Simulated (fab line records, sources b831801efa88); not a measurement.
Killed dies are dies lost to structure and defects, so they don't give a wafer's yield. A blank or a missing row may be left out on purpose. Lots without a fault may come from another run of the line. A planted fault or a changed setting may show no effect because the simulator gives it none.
Tool commonality check | flow gf180mcu | 11 lots, 42 wafers sampled

WHY IT WAS OPENED
At GF_PSD_TW_MEAS_11 the reading PSD_TW is flagged on 3 of 11 lots. Wafers without a fault read 3208, standard deviation 16.
Rule: a lot is flagged when every wafer of it that has a number lies more than 4 standard deviations from that mean, or none has a number. The other lots count as sound.

lot  | measured     | on            | PSD_TW, wafer by wafer        | flag
L695 | day 15 05:53 | film_metro-01 | 3186 3211 3210                |
L698 | day 16 01:41 | film_metro-01 | 3207 3187 3223                |
L701 | day 17 07:28 | film_metro-01 | 3188 3188 3197                |
L702 | day 17 13:37 | film_metro-01 | 3198 3195 3193                |
L703 | day 17 21:59 | film_metro-01 | 3205 3188 3191                |
L704 | day 18 08:39 | film_metro-01 | 3225 3243 3229                |
L707 | day 19 12:50 | film_metro-02 | 3198 3210 3207                |
L708 | day 19 14:14 | film_metro-02 | 3195 3212 3205                |
L713 | day 21 12:33 | film_metro-01 | 3448 3473 3442 3470 3463 3461 | FLAGGED
L714 | day 21 23:20 | film_metro-04 | 3452 3451 3443 3459 3453 3445 | FLAGGED
L716 | day 22 07:12 | film_metro-02 | 3428 3445 3446 3435 3422 3429 | FLAGGED
The numbers of the flagged lots are 3448 on average: +240 against the usual, or +15 standard deviations.

WHICH TOOL RAN EACH LOT
The record holds 2 process steps before the reading, out of a route of 602 steps. In each cell: the tool, then ch and the chambers that the sampled wafers went through, then the start.
lot  | flag    | GF_PSD_IMPLANT_09               | GF_PSD_STRIP_10
L695 |         | implanter-04 ch 0, day 15 05:38 | plasma_asher-04 ch 0,1, day 15 05:47
L698 |         | implanter-01 ch 0, day 16 01:26 | plasma_asher-01 ch 0,1, day 16 01:35
L701 |         | implanter-04 ch 0, day 17 07:14 | plasma_asher-04 ch 0,1, day 17 07:23
L702 |         | implanter-01 ch 0, day 17 13:23 | plasma_asher-01 ch 0,1, day 17 13:32
L703 |         | implanter-04 ch 0, day 17 21:44 | plasma_asher-01 ch 1, day 17 21:53
L704 |         | implanter-01 ch 0, day 18 08:25 | plasma_asher-04 ch 0,1, day 18 08:32
L707 |         | implanter-03 ch 0, day 19 12:35 | plasma_asher-02 ch 0,1, day 19 12:44
L708 |         | implanter-01 ch 0, day 19 13:59 | plasma_asher-02 ch 0,1, day 19 14:08
L713 | FLAGGED | implanter-01 ch 0, day 21 12:19 | plasma_asher-04 ch 0,1, day 21 12:26
L714 | FLAGGED | implanter-01 ch 0, day 21 23:05 | plasma_asher-01 ch 0,1, day 21 23:14
L716 | FLAGGED | implanter-01 ch 0, day 22 06:58 | plasma_asher-01 ch 0,1, day 22 07:05
What these steps do:
- GF_PSD_IMPLANT_09
- GF_PSD_STRIP_10: strips in O2/N2.
- GF_PSD_TW_MEAS_11

FLAGGED OVER TOTAL, TOOL BY TOOL (the gauges that took the reading come last)
step              | tool            | lots run | flagged | share of the flagged lots | sound lots run after its first flagged lot
GF_PSD_IMPLANT_09 | implanter-01    | 7        | 3       | all                       | 0
GF_PSD_IMPLANT_09 | implanter-03    | 1        | 0       | none                      | -
GF_PSD_IMPLANT_09 | implanter-04    | 3        | 0       | none                      | -
GF_PSD_STRIP_10   | plasma_asher-01 | 5        | 2       | some                      | 0
GF_PSD_STRIP_10   | plasma_asher-02 | 2        | 0       | none                      | -
GF_PSD_STRIP_10   | plasma_asher-04 | 4        | 1       | some                      | 0
GF_PSD_TW_MEAS_11 | film_metro-01   | 7        | 1       | some                      | 0
GF_PSD_TW_MEAS_11 | film_metro-02   | 3        | 1       | some                      | 0
GF_PSD_TW_MEAS_11 | film_metro-04   | 1        | 1       | some                      | 0

WHAT THE TABLE ALLOWS
1 row of the table ran every flagged lot: implanter-01 at GF_PSD_IMPLANT_09.
- implanter-01 at GF_PSD_IMPLANT_09: 3 of its 7 lots flagged. Its last sound lot is L708 (day 19 13:59), its first flagged lot L713 (day 21 12:19): a fault that began between those two fits. Its own readings lie more than 4 standard deviations out on every wafer of the flagged lots: beam_on_s, end_station_pressure_torr, faraday_current_uA.
One tool is left: implanter-01 at GF_PSD_IMPLANT_09.

WHAT THE SIMULATOR HAD PUT IN
Process parameter drift: implanter-01, from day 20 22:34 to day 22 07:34, at GF_PSD_IMPLANT_09. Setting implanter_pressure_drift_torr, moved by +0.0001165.
Process parameter drift: implanter-01, from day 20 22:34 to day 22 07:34, at GF_PSD_IMPLANT_09. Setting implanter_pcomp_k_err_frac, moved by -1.
Lots struck among those shown: L713, L714, L716. The rule above found the same.
